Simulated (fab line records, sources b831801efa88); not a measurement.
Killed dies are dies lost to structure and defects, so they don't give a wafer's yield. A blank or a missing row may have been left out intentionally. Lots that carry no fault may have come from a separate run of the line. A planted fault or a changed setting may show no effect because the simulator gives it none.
Comparing a struck lot with a sound one + flow gf180mcu + 23 steps out of a route of 602
Sound: the wafers L488.1, L488.4, L488.6. Wafers L506.3, L506.4 were the ones struck. Last of all comes the cause.
Each step with rows lists, per side, the tool, then ch with its chambers, then its first start. Under that, the readings that differ: sound wafers + struck wafers + difference of the means + sigmas: that difference in standard deviations of wafers without a fault.
alike: a reading whose means differ by less than 2 such deviations, as well as words and numbers matching on both sides. not compared: withheld readings; readings where some wafer has no value; bounds like >300 that might hide an equal value; numbers whose values overlap and for which the record gives no deviation.
A row with sigmas, a row that says differs or no value, or rows on one side alone: a step with any of these is where the two part. Non-overlapping numbers with no deviation appear without sigmas and do not part them. A reading that every wafer of one side lacks parts them only if that side has two wafers or more.

first, 5 steps without rows for these wafers: GF_HV_LDD_COAT_02 (resist thk 1000 nm); GF_HV_LDD_SOFTBAKE_03 (time 60 s); GF_HV_LDD_EXPOSE_04 (exposes mask Nplus LV AREA, target cd 400 nm); GF_HV_LDD_PEB_05; GF_HV_LDD_DEVELOP_06 (develop time 60 s).
GF_HV_LDD_CD_MEAS_07: target cd 400 nm.
  struck on cd_sem-02, day 15 12:46; sound on cd_sem-02, day 10 13:37
  alike: cd_nm
GF_HV_LDD_OVL_MEAS_08:
  struck on overlay-02, day 15 12:52; sound on overlay-01, day 10 13:44
| reading         | sound       | struck    | difference | sigmas |
|-----------------|-------------|-----------|------------|--------|
| HV_LDD_OVL (nm) | 1.3 2.3 1.4 | -2.4 -2.3 | -4.0       | -3     |
then, 1 step without rows for these wafers: GF_HV_LDD_IMPLANT_09.
GF_HV_LDD_STRIP_10: strips in O2/N2.
  sound on plasma_asher-02 ch 0,1, day 10 13:59; struck on plasma_asher-04 ch 0,1, day 15 13:04
  alike: drypump_motor_current_A, heater_power_w, o2_flow_sccm, oes_product_au, strip_time_to_endpoint_s
  not compared: rf_hours_counter_h
GF_HV_LDD_TW_MEAS_11:
  struck on film_metro-01, day 15 13:10; sound on film_metro-03, day 10 14:05
  alike: HV_LDD_TW
then, 2 steps without rows for these wafers: GF_HV_LDD_DEHYDRATE_12 (time 60 s); GF_HV_LDD_HMDS_13 (prime time 60 s).
GF_HV_LDD_COAT_14: resist thk 1000 nm.
  sound on litho_track-02 ch 0, day 10 22:29; struck on litho_track-02 ch 0, day 15 23:02
| reading                                     | sound          | struck      | difference | sigmas |
|---------------------------------------------|----------------|-------------|------------|--------|
| model.NOVOLAK_of_HV_LDD_COAT_14.thk_nm (nm) | 1002 1003 1004 | 929.2 933.2 | -71.8      |        |
then, 3 steps without rows for these wafers: GF_HV_LDD_SOFTBAKE_15 (time 60 s); GF_HV_LDD_EXPOSE_16 (exposes mask Pplus LV AREA, target cd 400 nm); GF_HV_LDD_PEB_17.
GF_HV_LDD_DEVELOP_18: develop time 60 s.
  sound on litho_track-01 ch 0, day 11 07:23; struck on litho_track-02 ch 0, day 16 11:26
| reading                                     | sound          | struck      | difference | sigmas |
|---------------------------------------------|----------------|-------------|------------|--------|
| model.NOVOLAK_of_HV_LDD_COAT_14.thk_nm (nm) | 1001 1003 1004 | 928.7 932.8 | -71.9      |        |
GF_HV_LDD_CD_MEAS_19: target cd 400 nm.
  struck on cd_sem-01, day 16 11:34; sound on cd_sem-01, day 11 07:32
| reading    | sound             | struck      | difference | sigmas |
|------------|-------------------|-------------|------------|--------|
| cd_nm (nm) | 398.6 398.0 400.5 | 404.6 406.3 | +6.4       | +3     |
GF_HV_LDD_OVL_MEAS_20:
  struck on overlay-01, day 16 11:40; sound on overlay-01, day 11 07:40
  alike: HV_LDD_01_OVL
then, 1 step without rows for these wafers: GF_HV_LDD_IMPLANT_21.
GF_HV_LDD_STRIP_22: strips in O2/N2.
  sound on plasma_asher-04 ch 0,1, day 11 07:50; struck on plasma_asher-04 ch 0,1, day 16 11:52
| reading                      | sound             | struck      | difference | sigmas |
|------------------------------|-------------------|-------------|------------|--------|
| strip_time_to_endpoint_s (s) | 12.65 12.68 12.67 | 11.80 11.87 | -0.83      | -24    |
  alike: drypump_motor_current_A, heater_power_w, o2_flow_sccm, oes_product_au
  not compared: rf_hours_counter_h
GF_HV_LDD_TW_MEAS_23:
  struck on film_metro-03, day 16 11:58; sound on film_metro-03, day 11 07:56
  alike: HV_LDD_2_TW
GF_PASSIVATION_PROBE_99:
  sound wafers here have rows in the record (prober-02, day 29 23:52); struck ones have none

== WHERE THEY PART ==
Earliest at GF_HV_LDD_OVL_MEAS_08; latest, in this record, at GF_PASSIVATION_PROBE_99.

WHY: what the simulator had put in
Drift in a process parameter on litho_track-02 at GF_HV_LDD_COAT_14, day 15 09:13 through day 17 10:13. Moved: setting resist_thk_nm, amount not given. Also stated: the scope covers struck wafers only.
